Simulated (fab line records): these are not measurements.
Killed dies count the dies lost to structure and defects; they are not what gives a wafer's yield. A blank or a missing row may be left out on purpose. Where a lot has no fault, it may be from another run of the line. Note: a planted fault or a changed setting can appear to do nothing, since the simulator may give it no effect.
fab line records :: flow sfq_line
record:
  lots: 14
  wafers: 41
  last_day: 80
route steps=325 shown INCOMING@1 L0V@23 M4@159 I6@268
lots with no fault: from the same line, run without faults
start_h: hours from the record's opening day to when the first of the lot's shown wafers began :: wait_h: hours from the lot's prior step to this one :: " repeats the value in the row above :: L1.1+2: a single row standing in for several wafers :: - no value present, or no start provided :: * or withheld: withheld :: < > ~ a bound
route shown NAME@n: NAME is a module with steps in the file, n the number in the route of the first one :: usual: the fault-free wafers' mean and standard deviation :: same: alike in all rows :: chamber/n: place in a boat :: sites: each site's reading :: _std_site: the values' standard deviation :: _edge_site: outer sites' mean less inner sites' :: radius_mm: how far each site lies from the wafer's centre :: mask NAME#n: copy n :: behind: the most recent tool/chamber to have shaped the wafer :: hold: reason for holding the lot/hours on hold/outcome of the hold :: device: the n, p or np transistor that did not switch :: end of line: the route-end tests of the same wafers :: step lacking rows: just its recipe :: killed: not the wafer's yield, but the dies lost to structure and defects at the first sort :: map: a wafer's dies, marking killed ones x, the rest . and places with no die _
set.NAME: the setting as run; set.NAME@STEP: as run at that earlier step :: model.NAME: the simulator's own value behind a step, which no gauge read
route steps across a sampled set of lots; one table per step, one row per wafer
services: when a tool's chamber went out of use (start_h, in hours from the record's first day, below 0 if earlier), for how many hours, and the reason
== steps ==
step: SFQ_INCOMING_BOW_MEAS_900
recipe:
  mode: bow
usual:
  INCOMING_BOW: 0/7
lot.wafer: L222.1
tool: film_metro-02
chamber: -
start_h: 15.00
wait_h: -
INCOMING_BOW[um]: 0

lot.wafer: L222.4
tool: film_metro-02
chamber: -
start_h: 15.00
wait_h: -
INCOMING_BOW[um]: -3

lot.wafer: L222.6
tool: film_metro-02
chamber: -
start_h: 15.00
wait_h: -
INCOMING_BOW[um]: -1

lot.wafer: L223.1
tool: film_metro-01
chamber: -
start_h: 20.00
wait_h: -
INCOMING_BOW[um]: -8

lot.wafer: L223.3
tool: film_metro-01
chamber: -
start_h: 20.00
wait_h: -
INCOMING_BOW[um]: -4

lot.wafer: L223.5
tool: film_metro-01
chamber: -
start_h: 20.00
wait_h: -
INCOMING_BOW[um]: 0

lot.wafer: L225.1
tool: film_metro-02
chamber: -
start_h: 30.00
wait_h: -
INCOMING_BOW[um]: 2

lot.wafer: L225.3
tool: film_metro-02
chamber: -
start_h: 30.00
wait_h: -
INCOMING_BOW[um]: 9

lot.wafer: L225.4
tool: film_metro-02
chamber: -
start_h: 30.00
wait_h: -
INCOMING_BOW[um]: 14

lot.wafer: L226.2
tool: film_metro-02
chamber: -
start_h: 35.02
wait_h: -
INCOMING_BOW[um]: -9

lot.wafer: L226.4
tool: film_metro-02
chamber: -
start_h: 35.02
wait_h: -
INCOMING_BOW[um]: -2

lot.wafer: L226.6
tool: film_metro-02
chamber: -
start_h: 35.02
wait_h: -
INCOMING_BOW[um]: -4

lot.wafer: L228.1
tool: film_metro-02
chamber: -
start_h: 45.00
wait_h: -
INCOMING_BOW[um]: 5

lot.wafer: L228.4
tool: film_metro-02
chamber: -
start_h: 45.00
wait_h: -
INCOMING_BOW[um]: 5

lot.wafer: L228.5
tool: film_metro-02
chamber: -
start_h: 45.00
wait_h: -
INCOMING_BOW[um]: 0

lot.wafer: L229.2
tool: film_metro-04
chamber: -
start_h: 50.02
wait_h: -
INCOMING_BOW[um]: -4

lot.wafer: L229.4
tool: film_metro-04
chamber: -
start_h: 50.02
wait_h: -
INCOMING_BOW[um]: 0

lot.wafer: L229.5
tool: film_metro-04
chamber: -
start_h: 50.02
wait_h: -
INCOMING_BOW[um]: 4

lot.wafer: L230.1
tool: film_metro-02
chamber: -
start_h: 55.00
wait_h: -
INCOMING_BOW[um]: -6

lot.wafer: L230.2
tool: film_metro-02
chamber: -
start_h: 55.00
wait_h: -
INCOMING_BOW[um]: -7

lot.wafer: L230.5
tool: film_metro-02
chamber: -
start_h: 55.00
wait_h: -
INCOMING_BOW[um]: 1

lot.wafer: L231.1
tool: film_metro-02
chamber: -
start_h: 60.00
wait_h: -
INCOMING_BOW[um]: 1

lot.wafer: L231.2
tool: film_metro-02
chamber: -
start_h: 60.00
wait_h: -
INCOMING_BOW[um]: -12

lot.wafer: L231.4
tool: film_metro-02
chamber: -
start_h: 60.00
wait_h: -
INCOMING_BOW[um]: -17

lot.wafer: L232.4
tool: film_metro-01
chamber: -
start_h: 65.06
wait_h: -
INCOMING_BOW[um]: -12

lot.wafer: L232.5
tool: film_metro-01
chamber: -
start_h: 65.06
wait_h: -
INCOMING_BOW[um]: -2

lot.wafer: L232.6
tool: film_metro-01
chamber: -
start_h: 65.06
wait_h: -
INCOMING_BOW[um]: 7

lot.wafer: L234.3
tool: film_metro-01
chamber: -
start_h: 75.04
wait_h: -
INCOMING_BOW[um]: -2

lot.wafer: L234.4
tool: film_metro-01
chamber: -
start_h: 75.04
wait_h: -
INCOMING_BOW[um]: 2

lot.wafer: L234.6
tool: film_metro-01
chamber: -
start_h: 75.04
wait_h: -
INCOMING_BOW[um]: 9

lot.wafer: L236.3
tool: film_metro-02
chamber: -
start_h: 85.04
wait_h: -
INCOMING_BOW[um]: -2

lot.wafer: L236.4
tool: film_metro-02
chamber: -
start_h: 85.04
wait_h: -
INCOMING_BOW[um]: 9

lot.wafer: L236.5
tool: film_metro-02
chamber: -
start_h: 85.04
wait_h: -
INCOMING_BOW[um]: 3

lot.wafer: L238.1
tool: film_metro-02
chamber: -
start_h: 95.00
wait_h: -
INCOMING_BOW[um]: -5

lot.wafer: L238.2
tool: film_metro-02
chamber: -
start_h: 95.00
wait_h: -
INCOMING_BOW[um]: -6

lot.wafer: L238.5
tool: film_metro-02
chamber: -
start_h: 95.00
wait_h: -
INCOMING_BOW[um]: 6

lot.wafer: L240.1
tool: film_metro-01
chamber: -
start_h: 105.00
wait_h: -
INCOMING_BOW[um]: 0

lot.wafer: L240.2
tool: film_metro-01
chamber: -
start_h: 105.00
wait_h: -
INCOMING_BOW[um]: 8

lot.wafer: L244.3
tool: film_metro-02
chamber: -
start_h: 125.04
wait_h: -
INCOMING_BOW[um]: -3

lot.wafer: L244.4
tool: film_metro-02
chamber: -
start_h: 125.04
wait_h: -
INCOMING_BOW[um]: -9

lot.wafer: L244.6
tool: film_metro-02
chamber: -
start_h: 125.04
wait_h: -
INCOMING_BOW[um]: 4
step: SFQ_L0V_OVL_MEAS_903
usual:
  L0V_OVL: -2/5.2
lot.wafer: L222.1
tool: overlay-02
chamber: -
start_h: 169.57
wait_h: 0.1
L0V_OVL[nm]: -5

lot.wafer: L222.4
tool: overlay-02
chamber: -
start_h: 169.57
wait_h: 0.1
L0V_OVL[nm]: -1

lot.wafer: L222.6
tool: overlay-02
chamber: -
start_h: 169.57
wait_h: 0.1
L0V_OVL[nm]: 4

lot.wafer: L223.1
tool: overlay-01
chamber: -
start_h: 180.37
wait_h: 0.1
L0V_OVL[nm]: -2

lot.wafer: L223.3
tool: overlay-01
chamber: -
start_h: 180.37
wait_h: 0.1
L0V_OVL[nm]: -4

lot.wafer: L223.5
tool: overlay-01
chamber: -
start_h: 180.37
wait_h: 0.1
L0V_OVL[nm]: -6

lot.wafer: L225.1
tool: overlay-01
chamber: -
start_h: 198.74
wait_h: 0.1
L0V_OVL[nm]: 4

lot.wafer: L225.3
tool: overlay-01
chamber: -
start_h: 198.74
wait_h: 0.1
L0V_OVL[nm]: 3

lot.wafer: L225.4
tool: overlay-01
chamber: -
start_h: 198.74
wait_h: 0.1
L0V_OVL[nm]: -3

lot.wafer: L226.2
tool: overlay-02
chamber: -
start_h: 207.14
wait_h: 0.1
L0V_OVL[nm]: -1

lot.wafer: L226.4
tool: overlay-02
chamber: -
start_h: 207.14
wait_h: 0.1
L0V_OVL[nm]: -3

lot.wafer: L226.6
tool: overlay-02
chamber: -
start_h: 207.14
wait_h: 0.1
L0V_OVL[nm]: 2

lot.wafer: L228.1
tool: overlay-01
chamber: -
start_h: 226.35
wait_h: 0.1
L0V_OVL[nm]: 5

lot.wafer: L228.4
tool: overlay-01
chamber: -
start_h: 226.35
wait_h: 0.1
L0V_OVL[nm]: 5

lot.wafer: L228.5
tool: overlay-01
chamber: -
start_h: 226.35
wait_h: 0.1
L0V_OVL[nm]: -2

lot.wafer: L229.2
tool: overlay-02
chamber: -
start_h: 231.16
wait_h: 0.1
L0V_OVL[nm]: -7

lot.wafer: L229.4
tool: overlay-02
chamber: -
start_h: 231.16
wait_h: 0.1
L0V_OVL[nm]: -15

lot.wafer: L229.5
tool: overlay-02
chamber: -
start_h: 231.16
wait_h: 0.1
L0V_OVL[nm]: -6

lot.wafer: L230.1
tool: overlay-02
chamber: -
start_h: 240.75
wait_h: 0.1
L0V_OVL[nm]: -3

lot.wafer: L230.2
tool: overlay-02
chamber: -
start_h: 240.75
wait_h: 0.1
L0V_OVL[nm]: -2

lot.wafer: L230.5
tool: overlay-02
chamber: -
start_h: 240.75
wait_h: 0.1
L0V_OVL[nm]: 0

lot.wafer: L231.1
tool: overlay-01
chamber: -
start_h: 244.52
wait_h: 0.1
L0V_OVL[nm]: -3

lot.wafer: L231.2
tool: overlay-01
chamber: -
start_h: 244.52
wait_h: 0.1
L0V_OVL[nm]: -6

lot.wafer: L231.4
tool: overlay-01
chamber: -
start_h: 244.52
wait_h: 0.1
L0V_OVL[nm]: -5

lot.wafer: L232.4
tool: overlay-02
chamber: -
start_h: 249.17
wait_h: 0.1
L0V_OVL[nm]: 9

lot.wafer: L232.5
tool: overlay-02
chamber: -
start_h: 249.17
wait_h: 0.1
L0V_OVL[nm]: 6

lot.wafer: L232.6
tool: overlay-02
chamber: -
start_h: 249.17
wait_h: 0.1
L0V_OVL[nm]: 2

lot.wafer: L234.3
tool: overlay-01
chamber: -
start_h: 259.96
wait_h: 0.1
L0V_OVL[nm]: -10

lot.wafer: L234.4
tool: overlay-01
chamber: -
start_h: 259.96
wait_h: 0.1
L0V_OVL[nm]: -9

lot.wafer: L234.6
tool: overlay-01
chamber: -
start_h: 259.96
wait_h: 0.1
L0V_OVL[nm]: -5

lot.wafer: L236.3
tool: overlay-02
chamber: -
start_h: 276.76
wait_h: 0.1
L0V_OVL[nm]: -7

lot.wafer: L236.4
tool: overlay-02
chamber: -
start_h: 276.76
wait_h: 0.1
L0V_OVL[nm]: -3

lot.wafer: L236.5
tool: overlay-02
chamber: -
start_h: 276.76
wait_h: 0.1
L0V_OVL[nm]: -6

lot.wafer: L238.1
tool: overlay-01
chamber: -
start_h: 283.24
wait_h: 0.1
L0V_OVL[nm]: -6

lot.wafer: L238.2
tool: overlay-01
chamber: -
start_h: 283.24
wait_h: 0.1
L0V_OVL[nm]: -10

lot.wafer: L238.5
tool: overlay-01
chamber: -
start_h: 283.24
wait_h: 0.1
L0V_OVL[nm]: -2

lot.wafer: L240.1
tool: overlay-02
chamber: -
start_h: 303.64
wait_h: 0.1
L0V_OVL[nm]: -3

lot.wafer: L240.2
tool: overlay-02
chamber: -
start_h: 303.64
wait_h: 0.1
L0V_OVL[nm]: 4

lot.wafer: L244.3
tool: overlay-01
chamber: -
start_h: 350.96
wait_h: 0.1
L0V_OVL[nm]: 1

lot.wafer: L244.4
tool: overlay-01
chamber: -
start_h: 350.96
wait_h: 0.1
L0V_OVL[nm]: 3

lot.wafer: L244.6
tool: overlay-01
chamber: -
start_h: 350.96
wait_h: 0.1
L0V_OVL[nm]: -2
step: SFQ_TRILAYER_M4_BARC_OPEN_METAL_ETCH_123
recipe:
  mask_material: PR
  chemistry: O2
  target_depth_nm: 125
  target: BARC
  icp_w: 600
  bias_w: 80
  pressure_mtorr: 10
  time_s: 41.7
usual:
  drypump_motor_current_A: 5.9/0.57
  oes_product_au: 0.685/0.0042
  rf_fwd_power_W: 594.5/2
  run_length_s: 70.0/0.31
lot.wafer: L222.1
tool: rie_metal-04
chamber: 1
start_h: 1062.64
wait_h: 0.0
drypump_motor_current_A: 4.8
oes_product_au: 0.698
rf_fwd_power_W: 597.6
rf_hours_counter_h: 70
run_length_s: 70.1

lot.wafer: L222.4
tool: rie_metal-04
chamber: 0
start_h: 1062.64
wait_h: 0.0
drypump_motor_current_A: 5.6
oes_product_au: 0.687
rf_fwd_power_W: 595.6
rf_hours_counter_h: -
run_length_s: 70.3

lot.wafer: L222.6
tool: rie_metal-04
chamber: 1
start_h: 1062.64
wait_h: 0.0
drypump_motor_current_A: 4.8
oes_product_au: 0.691
rf_fwd_power_W: 594.1
rf_hours_counter_h: -
run_length_s: 70.2

lot.wafer: L223.1
tool: rie_metal-04
chamber: 0
start_h: 1067.44
wait_h: 0.0
drypump_motor_current_A: 5.7
oes_product_au: 0.692
rf_fwd_power_W: 596.0
rf_hours_counter_h: 90
run_length_s: 69.5

lot.wafer: L223.3
tool: rie_metal-04
chamber: 0
start_h: 1067.44
wait_h: 0.0
drypump_motor_current_A: 5.7
oes_product_au: 0.681
rf_fwd_power_W: 595.3
rf_hours_counter_h: -
run_length_s: 69.8

lot.wafer: L223.5
tool: rie_metal-04
chamber: 1
start_h: 1067.44
wait_h: 0.0
drypump_motor_current_A: 4.7
oes_product_au: 0.678
rf_fwd_power_W: 596.7
rf_hours_counter_h: -
run_length_s: 70.5

lot.wafer: L225.1
tool: rie_metal-02
chamber: 1
start_h: 1125.04
wait_h: 0.0
drypump_motor_current_A: 6.3
oes_product_au: 0.686
rf_fwd_power_W: 595.2
rf_hours_counter_h: 81
run_length_s: 69.5

lot.wafer: L225.3
tool: rie_metal-02
chamber: 0
start_h: 1125.04
wait_h: 0.0
drypump_motor_current_A: 6.5
oes_product_au: 0.691
rf_fwd_power_W: 596.2
rf_hours_counter_h: -
run_length_s: 69.9

lot.wafer: L225.4
tool: rie_metal-02
chamber: 1
start_h: 1125.04
wait_h: 0.0
drypump_motor_current_A: 6.3
oes_product_au: 0.687
rf_fwd_power_W: 594.1
rf_hours_counter_h: -
run_length_s: 69.7

lot.wafer: L226.2
tool: rie_metal-03
chamber: 0
start_h: 1129.99
wait_h: 0.0
drypump_motor_current_A: 5.5
oes_product_au: 0.691
rf_fwd_power_W: 595.0
rf_hours_counter_h: 104
run_length_s: 70.1

lot.wafer: L226.4
tool: rie_metal-03
chamber: 0
start_h: 1129.99
wait_h: 0.0
drypump_motor_current_A: 5.5
oes_product_au: 0.688
rf_fwd_power_W: 593.1
rf_hours_counter_h: -
run_length_s: 70.2

lot.wafer: L226.6
tool: rie_metal-03
chamber: 0
start_h: 1129.99
wait_h: 0.0
drypump_motor_current_A: 5.5
oes_product_au: 0.682
rf_fwd_power_W: 594.5
rf_hours_counter_h: -
run_length_s: 70.1

lot.wafer: L228.1
tool: rie_metal-03
chamber: 1
start_h: 1135.99
wait_h: 0.0
drypump_motor_current_A: 6.1
oes_product_au: 0.689
rf_fwd_power_W: 595.0
rf_hours_counter_h: 37
run_length_s: 69.7

lot.wafer: L228.4
tool: rie_metal-03
chamber: 0
start_h: 1135.99
wait_h: 0.0
drypump_motor_current_A: 5.5
oes_product_au: 0.685
rf_fwd_power_W: 594.1
rf_hours_counter_h: -
run_length_s: 69.6

lot.wafer: L228.5
tool: rie_metal-03
chamber: 0
start_h: 1135.99
wait_h: 0.0
drypump_motor_current_A: 5.4
oes_product_au: 0.683
rf_fwd_power_W: 593.7
rf_hours_counter_h: -
run_length_s: 69.6

lot.wafer: L229.2
tool: rie_metal-04
chamber: 0
start_h: 1138.39
wait_h: 0.0
drypump_motor_current_A: 5.6
oes_product_au: 0.682
rf_fwd_power_W: 594.6
rf_hours_counter_h: 101
run_length_s: 70.0

lot.wafer: L229.4
tool: rie_metal-04
chamber: 1
start_h: 1138.39
wait_h: 0.0
drypump_motor_current_A: 4.7
oes_product_au: 0.680
rf_fwd_power_W: 594.5
rf_hours_counter_h: -
run_length_s: 70.3

lot.wafer: L229.5
tool: rie_metal-04
chamber: 0
start_h: 1138.39
wait_h: 0.0
drypump_motor_current_A: 5.6
oes_product_au: 0.686
rf_fwd_power_W: 591.5
rf_hours_counter_h: -
run_length_s: 70.1

lot.wafer: L230.1
tool: rie_metal-02
chamber: 1
start_h: 1153.99
wait_h: 0.0
drypump_motor_current_A: 6.3
oes_product_au: 0.680
rf_fwd_power_W: 594.4
rf_hours_counter_h: 85
run_length_s: 69.6

lot.wafer: L230.2
tool: rie_metal-02
chamber: 0
start_h: 1153.99
wait_h: 0.0
drypump_motor_current_A: 6.5
oes_product_au: 0.682
rf_fwd_power_W: 594.6
rf_hours_counter_h: 44
run_length_s: 70.0

lot.wafer: L230.5
tool: rie_metal-02
chamber: 1
start_h: 1153.99
wait_h: 0.0
drypump_motor_current_A: 6.3
oes_product_au: 0.681
rf_fwd_power_W: 593.7
rf_hours_counter_h: -
run_length_s: 69.6

lot.wafer: L231.1
tool: rie_metal-04
chamber: 0
start_h: 1259.09
wait_h: 0.0
drypump_motor_current_A: 5.6
oes_product_au: 0.682
rf_fwd_power_W: 593.2
rf_hours_counter_h: 118
run_length_s: 69.7

lot.wafer: L231.2
tool: rie_metal-04
chamber: 1
start_h: 1259.09
wait_h: 0.0
drypump_motor_current_A: 4.8
oes_product_au: 0.693
rf_fwd_power_W: 595.9
rf_hours_counter_h: 107
run_length_s: 70.2

lot.wafer: L231.4
tool: rie_metal-04
chamber: 1
start_h: 1259.09
wait_h: 0.0
drypump_motor_current_A: 4.7
oes_product_au: 0.681
rf_fwd_power_W: 596.3
rf_hours_counter_h: -
run_length_s: 70.1

lot.wafer: L232.4
tool: rie_metal-03
chamber: 0
start_h: 1307.63
wait_h: 0.0
drypump_motor_current_A: 5.5
oes_product_au: 0.688
rf_fwd_power_W: 590.6
rf_hours_counter_h: -
run_length_s: 70.5

lot.wafer: L232.5
tool: rie_metal-03
chamber: 1
start_h: 1307.63
wait_h: 0.0
drypump_motor_current_A: 6.1
oes_product_au: 0.689
rf_fwd_power_W: 597.4
rf_hours_counter_h: -
run_length_s: 69.7

lot.wafer: L232.6
tool: rie_metal-03
chamber: 0
start_h: 1307.63
wait_h: 0.0
drypump_motor_current_A: 5.5
oes_product_au: 0.692
rf_fwd_power_W: 594.5
rf_hours_counter_h: -
run_length_s: 69.6

lot.wafer: L234.3
tool: rie_metal-03
chamber: 0
start_h: 1314.83
wait_h: 0.0
drypump_motor_current_A: 5.5
oes_product_au: 0.687
rf_fwd_power_W: 591.7
rf_hours_counter_h: -
run_length_s: 69.6

lot.wafer: L234.4
tool: rie_metal-03
chamber: 1
start_h: 1314.83
wait_h: 0.0
drypump_motor_current_A: 6.1
oes_product_au: 0.682
rf_fwd_power_W: 595.6
rf_hours_counter_h: -
run_length_s: 69.7

lot.wafer: L234.6
tool: rie_metal-03
chamber: 0
start_h: 1314.83
wait_h: 0.0
drypump_motor_current_A: 5.5
oes_product_au: 0.685
rf_fwd_power_W: 592.5
rf_hours_counter_h: -
run_length_s: 69.6

lot.wafer: L236.3
tool: rie_metal-03
chamber: 0
start_h: 1331.63
wait_h: 0.0
drypump_motor_current_A: 5.5
oes_product_au: 0.683
rf_fwd_power_W: 593.4
rf_hours_counter_h: -
run_length_s: 69.7

lot.wafer: L236.4
tool: rie_metal-03
chamber: 1
start_h: 1331.63
wait_h: 0.0
drypump_motor_current_A: 6.1
oes_product_au: 0.863
rf_fwd_power_W: -
rf_hours_counter_h: -
run_length_s: 58.9

lot.wafer: L236.5
tool: rie_metal-03
chamber: 1
start_h: 1331.63
wait_h: 0.0
drypump_motor_current_A: 6.1
oes_product_au: 0.868
rf_fwd_power_W: -
rf_hours_counter_h: -
run_length_s: 58.8

lot.wafer: L238.1
tool: rie_metal-02
chamber: 1
start_h: 1337.13
wait_h: 0.0
drypump_motor_current_A: 6.3
oes_product_au: 0.677
rf_fwd_power_W: 592.6
rf_hours_counter_h: 113
run_length_s: 69.6

lot.wafer: L238.2
tool: rie_metal-02
chamber: 0
start_h: 1337.13
wait_h: 0.0
drypump_motor_current_A: 6.5
oes_product_au: 0.682
rf_fwd_power_W: 593.5
rf_hours_counter_h: 75
run_length_s: 69.9

lot.wafer: L238.5
tool: rie_metal-02
chamber: 1
start_h: 1337.13
wait_h: 0.0
drypump_motor_current_A: 6.3
oes_product_au: 0.681
rf_fwd_power_W: 595.7
rf_hours_counter_h: -
run_length_s: 69.8

lot.wafer: L240.1
tool: rie_metal-03
chamber: 1
start_h: 1345.53
wait_h: 0.0
drypump_motor_current_A: 6.2
oes_product_au: 0.871
rf_fwd_power_W: -
rf_hours_counter_h: 74
run_length_s: 59.1

lot.wafer: L240.2
tool: rie_metal-03
chamber: 0
start_h: 1345.53
wait_h: 0.0
drypump_motor_current_A: 5.5
oes_product_au: 0.689
rf_fwd_power_W: 595.9
rf_hours_counter_h: 12
run_length_s: 69.8

lot.wafer: L244.3
tool: rie_metal-02
chamber: 0
start_h: 1395.56
wait_h: 0.0
drypump_motor_current_A: 6.5
oes_product_au: 0.685
rf_fwd_power_W: 593.6
rf_hours_counter_h: -
run_length_s: 70.2

lot.wafer: L244.4
tool: rie_metal-02
chamber: 1
start_h: 1395.56
wait_h: 0.0
drypump_motor_current_A: 6.3
oes_product_au: 0.681
rf_fwd_power_W: 591.8
rf_hours_counter_h: -
run_length_s: 69.8

lot.wafer: L244.6
tool: rie_metal-02
chamber: 1
start_h: 1395.56
wait_h: 0.0
drypump_motor_current_A: 6.3
oes_product_au: 0.678
rf_fwd_power_W: 592.3
rf_hours_counter_h: -
run_length_s: 69.6
step: SFQ_I6_BOW_MEAS_941
recipe:
  mode: bow
usual:
  I6_BOW: 10/11
lot.wafer: L222.1
tool: film_metro-02
chamber: -
start_h: 1486.89
wait_h: 2.0
I6_BOW[um]: 2

lot.wafer: L222.4
tool: film_metro-02
chamber: -
start_h: 1486.89
wait_h: 2.0
I6_BOW[um]: -2

lot.wafer: L222.6
tool: film_metro-02
chamber: -
start_h: 1486.89
wait_h: 2.0
I6_BOW[um]: -2

lot.wafer: L223.1
tool: film_metro-04
chamber: -
start_h: 1519.11
wait_h: 2.0
I6_BOW[um]: 15

lot.wafer: L223.3
tool: film_metro-04
chamber: -
start_h: 1519.11
wait_h: 2.0
I6_BOW[um]: 21

lot.wafer: L223.5
tool: film_metro-04
chamber: -
start_h: 1519.11
wait_h: 2.0
I6_BOW[um]: 24

lot.wafer: L225.1
tool: film_metro-02
chamber: -
start_h: 1686.63
wait_h: 2.0
I6_BOW[um]: 5

lot.wafer: L225.3
tool: film_metro-02
chamber: -
start_h: 1686.63
wait_h: 2.0
I6_BOW[um]: 11

lot.wafer: L225.4
tool: film_metro-02
chamber: -
start_h: 1686.63
wait_h: 2.0
I6_BOW[um]: 15

lot.wafer: L226.2
tool: film_metro-01
chamber: -
start_h: 1703.45
wait_h: 1.0
I6_BOW[um]: 8

lot.wafer: L226.4
tool: film_metro-01
chamber: -
start_h: 1703.45
wait_h: 1.0
I6_BOW[um]: 16

lot.wafer: L226.6
tool: film_metro-01
chamber: -
start_h: 1703.45
wait_h: 1.0
I6_BOW[um]: 13

lot.wafer: L228.1
tool: film_metro-02
chamber: -
start_h: 1706.43
wait_h: 1.0
I6_BOW[um]: 25

lot.wafer: L228.4
tool: film_metro-02
chamber: -
start_h: 1706.43
wait_h: 1.0
I6_BOW[um]: 26

lot.wafer: L228.5
tool: film_metro-02
chamber: -
start_h: 1706.43
wait_h: 1.0
I6_BOW[um]: 23

lot.wafer: L229.2
tool: film_metro-04
chamber: -
start_h: 1707.69
wait_h: 1.0
I6_BOW[um]: 10

lot.wafer: L229.4
tool: film_metro-04
chamber: -
start_h: 1707.69
wait_h: 1.0
I6_BOW[um]: 13

lot.wafer: L229.5
tool: film_metro-04
chamber: -
start_h: 1707.69
wait_h: 1.0
I6_BOW[um]: 16

lot.wafer: L230.1
tool: film_metro-01
chamber: -
start_h: 1709.43
wait_h: 2.5
I6_BOW[um]: 12

lot.wafer: L230.2
tool: film_metro-01
chamber: -
start_h: 1709.43
wait_h: 2.5
I6_BOW[um]: 12

lot.wafer: L230.5
tool: film_metro-01
chamber: -
start_h: 1709.43
wait_h: 2.5
I6_BOW[um]: 19

lot.wafer: L231.1
tool: film_metro-01
chamber: -
start_h: 1710.75
wait_h: 2.6
I6_BOW[um]: -7

lot.wafer: L231.2
tool: film_metro-01
chamber: -
start_h: 1710.75
wait_h: 2.6
I6_BOW[um]: -20

lot.wafer: L231.4
tool: film_metro-01
chamber: -
start_h: 1710.75
wait_h: 2.6
I6_BOW[um]: -26

lot.wafer: L232.4
tool: film_metro-02
chamber: -
start_h: 1714.29
wait_h: 1.6
I6_BOW[um]: 1

lot.wafer: L232.5
tool: film_metro-02
chamber: -
start_h: 1714.29
wait_h: 1.6
I6_BOW[um]: 12

lot.wafer: L232.6
tool: film_metro-02
chamber: -
start_h: 1714.29
wait_h: 1.6
I6_BOW[um]: 19

lot.wafer: L234.3
tool: film_metro-01
chamber: -
start_h: 1740.12
wait_h: 1.1
I6_BOW[um]: -4

lot.wafer: L234.4
tool: film_metro-01
chamber: -
start_h: 1740.12
wait_h: 1.1
I6_BOW[um]: 2

lot.wafer: L234.6
tool: film_metro-01
chamber: -
start_h: 1740.12
wait_h: 1.1
I6_BOW[um]: 9

lot.wafer: L236.3
tool: film_metro-04
chamber: -
start_h: 1746.58
wait_h: 2.7
I6_BOW[um]: 5

lot.wafer: L236.4
tool: film_metro-04
chamber: -
start_h: 1746.58
wait_h: 2.7
I6_BOW[um]: 17

lot.wafer: L236.5
tool: film_metro-04
chamber: -
start_h: 1746.58
wait_h: 2.7
I6_BOW[um]: 11

lot.wafer: L238.1
tool: film_metro-04
chamber: -
start_h: 1756.23
wait_h: 1.5
I6_BOW[um]: 1

lot.wafer: L238.2
tool: film_metro-04
chamber: -
start_h: 1756.23
wait_h: 1.5
I6_BOW[um]: 0

lot.wafer: L238.5
tool: film_metro-04
chamber: -
start_h: 1756.23
wait_h: 1.5
I6_BOW[um]: 11

lot.wafer: L240.1
tool: film_metro-02
chamber: -
start_h: 1762.23
wait_h: 2.5
I6_BOW[um]: 10

lot.wafer: L240.2
tool: film_metro-02
chamber: -
start_h: 1762.23
wait_h: 2.5
I6_BOW[um]: 16

lot.wafer: L244.3
tool: film_metro-01
chamber: -
start_h: 1774.27
wait_h: 1.5
I6_BOW[um]: -13

lot.wafer: L244.4
tool: film_metro-01
chamber: -
start_h: 1774.27
wait_h: 1.5
I6_BOW[um]: -18

lot.wafer: L244.6
tool: film_metro-01
chamber: -
start_h: 1774.27
wait_h: 1.5
I6_BOW[um]: -6
== services ==
tool: rie_metal-03
chamber: -
start_h: 1049.73
hours: 14.6
kind: pm

tool: rie_metal-03
chamber: -
start_h: 1070.94
hours: 0.4
kind: repair

tool: rie_metal-04
chamber: -
start_h: 1163.46
hours: 0.1
kind: repair

tool: rie_metal-04
chamber: 0
start_h: 1166.88
hours: 22.6
kind: repair

tool: rie_metal-03
chamber: 1
start_h: 1194.05
hours: 3.8
kind: repair

tool: rie_metal-02
chamber: 1
start_h: 1208.39
hours: 4.0
kind: repair

tool: rie_metal-03
chamber: 0
start_h: 1258.38
hours: -
kind: clean

tool: rie_metal-03
chamber: 0
start_h: 1258.38
hours: -
kind: consumable_replace:focus_ring

tool: rie_metal-03
chamber: 0
start_h: 1258.38
hours: 16.2
kind: scheduled_down

tool: rie_metal-03
chamber: 0
start_h: 1258.38
hours: 16.2
kind: vent_cycle

tool: rie_metal-04
chamber: 1
start_h: 1308.36
hours: 5.9
kind: repair

tool: rie_metal-04
chamber: -
start_h: 1313.85
hours: 2.8
kind: pm

tool: rie_metal-04
chamber: -
start_h: 1362.68
hours: 1.5
kind: repair

tool: rie_metal-04
chamber: 0
start_h: 1374.70
hours: 7.1
kind: repair

tool: rie_metal-04
chamber: -
start_h: 1387.35
hours: 0.6
kind: repair

tool: rie_metal-04
chamber: 0
start_h: 1394.69
hours: -
kind: clean

tool: rie_metal-04
chamber: 0
start_h: 1394.69
hours: -
kind: consumable_replace:focus_ring

tool: rie_metal-04
chamber: 0
start_h: 1394.69
hours: 22.7
kind: scheduled_down

tool: rie_metal-04
chamber: 0
start_h: 1394.69
hours: 22.7
kind: vent_cycle
== key ==
first_sign:
  step: SFQ_TRILAYER_M4_BARC_OPEN_METAL_ETCH_123
  reading: oes_product_au
  direction: up
  sigmas: 43
  usual: 0.685
  struck: 0.867
effect:
  step: SFQ_TRILAYER_M4_BARC_OPEN_METAL_ETCH_123
  reading: run_length_s
  direction: down
  sigmas: 36
  usual: *
  struck: *
met_at SFQ_TRILAYER_M4_BARC_OPEN_METAL_ETCH_123
struck_lots L236,L240
struck_wafers L236.4,L236.5,L240.1
not_acting_at SFQ_INCOMING_BOW_MEAS_900,SFQ_L0V_OVL_MEAS_903,SFQ_I6_BOW_MEAS_941
onset_between 1314.83 1331.63
fault:
  kind: process_parameter_drift
  tool: rie_metal-03
  chamber: -
  onset_h: 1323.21
  steps: SFQ_TRILAYER_M4_BARC_OPEN_METAL_ETCH_123
  channel: time_s
  offset: *
  shape: step
  end_h: 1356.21
  scope: struck_wafers_only
  acts_in: *
  stated: *
